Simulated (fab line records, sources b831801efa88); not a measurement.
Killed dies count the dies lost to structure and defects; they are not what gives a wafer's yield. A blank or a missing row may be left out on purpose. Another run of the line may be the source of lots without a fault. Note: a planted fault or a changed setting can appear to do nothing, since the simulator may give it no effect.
Which of the tools did it? ; flow gf180mcu ; 36 wafers from 13 lots sampled at 6 of the route's 602 steps

== WHAT THE GAUGES SHOWED, per wafer ==
GF_SAB_CD_MEAS_09: target cd 420 nm.
lot;measured;on;cd_nm (nm)
L150;day 14 21:04;cd_sem-01;420.0 419.6 420.3
L152;day 15 13:02;cd_sem-01;425.9 426.2 423.6
L154;day 16 06:07;cd_sem-02;420.1 421.4
L155;day 16 12:32;cd_sem-02;420.2 420.6 421.7
L156;day 17 01:31;cd_sem-02;419.7 418.7 416.6
L157;day 18 01:22;cd_sem-02;418.4 418.2 418.5
L159;day 18 15:16;cd_sem-02;422.3 418.5 420.8
L161;day 20 01:19;cd_sem-01;421.7 422.0
L162;day 20 13:50;cd_sem-01;418.0 418.6 420.8
L163;day 20 13:55;cd_sem-02;422.9 419.9 420.0
L170;day 22 03:40;cd_sem-01;419.3 418.9 418.8
L172;day 22 18:53;cd_sem-01;417.6 417.1
L173;day 23 03:54;cd_sem-02;419.1 417.8 417.8

GF_SAB_OVL_MEAS_10.
lot;measured;on;SAB_OVL (nm)
L150;day 14 21:09;overlay-02;0.2 1.5 2.1
L152;day 15 13:08;overlay-01;0.5 2.2 2.7
L154;day 16 06:10;overlay-01;-0.4 -0.2
L155;day 16 12:38;overlay-01;1.1 0.1 0.2
L156;day 17 01:38;overlay-01;1.8 -1.7 0.2
L157;day 18 01:29;overlay-01;-1.2 -1.8 -1.5
L159;day 18 15:23;overlay-01;-1.6 -1.2 -0.8
L161;day 20 01:24;overlay-01;0.1 0.3
L162;day 20 13:56;overlay-02;-0.9 0.1 0.1
L163;day 20 14:02;overlay-01;3.3 1.8 0.4
L170;day 22 03:47;overlay-02;-2.0 -0.8 -0.9
L172;day 22 18:59;overlay-01;1.1 -0.6
L173;day 23 03:59;overlay-01;3.6 2.3 1.4

GF_CONTACT_RS_MEAS_25: uses a four-point probe to measure.
lot;measured;on;CONTACT_W_RS (ohm/sq)
L150;day 15 21:26;film_metro-01;0.382 0.386 0.378
L152;day 16 13:16;film_metro-03;0.379 0.381 0.380
L154;day 17 06:17;film_metro-03;0.386 0.383
L155;day 17 13:22;film_metro-03;0.388 0.389 0.384
L156;day 18 04:14;film_metro-03;0.389 0.393 0.394
L157;day 19 03:26;film_metro-01;0.391 0.389 0.391
L159;day 19 18:17;film_metro-03;0.381 0.379 0.376
L161;day 21 03:49;film_metro-04;0.380 0.379
L162;day 21 16:37;film_metro-01;0.384 0.388 0.385
L163;day 21 16:47;film_metro-04;0.377 0.377 0.379
L170;day 23 05:34;film_metro-03;0.386 0.412 0.381
L172;day 23 20:29;film_metro-03;0.384 0.382
L173;day 24 04:58;film_metro-04;0.388 0.382 0.377

GF_CONTACT_THK_MEAS_26: measures by xrf.
lot;measured;on;CONTACT_W_THK (nm)
L150;day 15 21:32;film_metro-01;303 299 305
L152;day 16 13:22;film_metro-03;302 297 299
L154;day 17 06:22;film_metro-03;293 296
L155;day 17 13:28;film_metro-03;292 290 297
L156;day 18 04:21;film_metro-03;295 293 292
L157;day 19 03:34;film_metro-01;294 296 292
L159;day 19 18:25;film_metro-03;298 300 302
L161;day 21 03:54;film_metro-04;298 298
L162;day 21 16:43;film_metro-01;304 299 303
L163;day 21 16:55;film_metro-04;298 300 297
L170;day 23 05:41;film_metro-03;294 274 298
L172;day 23 20:35;film_metro-03;294 295
L173;day 24 05:04;film_metro-04;294 298 301

== EACH LOT AND THE TOOL THAT RAN IT (in order: tool; ch and the chambers of the sampled wafers; start) ==
lot;GF_SAB_ETCH_11;GF_CONTACT_CVD_24
L150;rie_diel-04 ch 0,1, day 14 21:10;cvd_w-02 ch 0,1, day 15 21:19
L152;rie_diel-02 ch 0,2,3, day 15 13:10;cvd_w-01 ch 0,1, day 16 13:08
L154;rie_diel-02 ch 2,3, day 16 06:11;cvd_w-01 ch 0,1, day 17 06:11
L155;rie_diel-04 ch 0,1,3, day 16 12:40;cvd_w-01 ch 0,1, day 17 13:14
L156;rie_diel-03 ch 1,2,3, day 17 01:40;cvd_w-01 ch 0,1, day 18 04:08
L157;rie_diel-03 ch 0,3, day 18 01:31;cvd_w-01 ch 0,1, day 19 03:20
L159;rie_diel-04 ch 1,3, day 18 15:25;cvd_w-02 ch 0,1, day 19 18:11
L161;rie_diel-04 ch 0,1, day 20 01:25;cvd_w-02 ch 0, day 21 03:39
L162;rie_diel-02 ch 1,2,3, day 20 13:58;cvd_w-01 ch 0,1, day 21 16:29
L163;rie_diel-03 ch 0,2,3, day 20 14:04;cvd_w-02 ch 0, day 21 16:35
L170;rie_diel-03 ch 0,1,2, day 22 03:49;cvd_w-01 ch 0,1, day 23 05:28
L172;rie_diel-03 ch 1,2, day 22 19:01;cvd_w-02 ch 0,1, day 23 20:22
L173;rie_diel-02 ch 0,2, day 23 04:01;cvd_w-02 ch 0,1, day 24 04:52
- GF_SAB_ETCH_11: etches SiO2 in C4F8/O2/Ar, target depth 55 nm, time 8.5 s.
- GF_CONTACT_CVD_24: deposits W, target thk 300 nm, time 90.339 s.

== AS READ BY THE TOOLS THEMSELVES (means over the sampled wafers that have a number; for cases with no such wafer, the mark the record gives instead) ==
GF_SAB_ETCH_11.
lot;tool;oes_product_au (a.u.)
L150;rie_diel-04;1.013
L152;rie_diel-02;1.001
L154;rie_diel-02;1.000
L155;rie_diel-04;1.000
L156;rie_diel-03;1.006
L157;rie_diel-03;1.004
L159;rie_diel-04;1.007
L161;rie_diel-04;1.016
L162;rie_diel-02;1.000
L163;rie_diel-03;0.995
L170;rie_diel-03;0.999
L172;rie_diel-03;0.997
L173;rie_diel-02;1.009

GF_CONTACT_CVD_24.
lot;tool;heater_power_w (W)
L150;cvd_w-02;1015
L152;cvd_w-01;885
L154;cvd_w-01;900
L155;cvd_w-01;894
L156;cvd_w-01;895
L157;cvd_w-01;878
L159;cvd_w-02;967
L161;cvd_w-02;972
L162;cvd_w-01;920
L163;cvd_w-02;961
L170;cvd_w-01;910
L172;cvd_w-02;961
L173;cvd_w-02;955

== THE ANSWER, worked out from the rows above alone ==
Rule: the lots themselves supply what counts as usual. Put in order of their means at a reading, lots are off if they are a third of the lots or fewer, leave a main group of 4 or more, and stand apart from it by a gap of 3 or more times the standard deviation of the main group's means; of several such gaps the widest counts. Not used: any main group whose means are identical at the precision the tables above print for the reading. Also off: a lot with no number at a reading for which 4 or more lots have one. The other lots that the step has rows for count as sound. The gauges are gone through in route order, then the tools' own readings, and for those a lot's mean is taken as printed above. The first step at which some lot is off is used, and at that step the reading that is off furthest; a lot without a number counts as furthest.
No lot is off on any of the readings shown, so nothing can be concluded from this.

== WHAT THE SIMULATOR PUT IN ==
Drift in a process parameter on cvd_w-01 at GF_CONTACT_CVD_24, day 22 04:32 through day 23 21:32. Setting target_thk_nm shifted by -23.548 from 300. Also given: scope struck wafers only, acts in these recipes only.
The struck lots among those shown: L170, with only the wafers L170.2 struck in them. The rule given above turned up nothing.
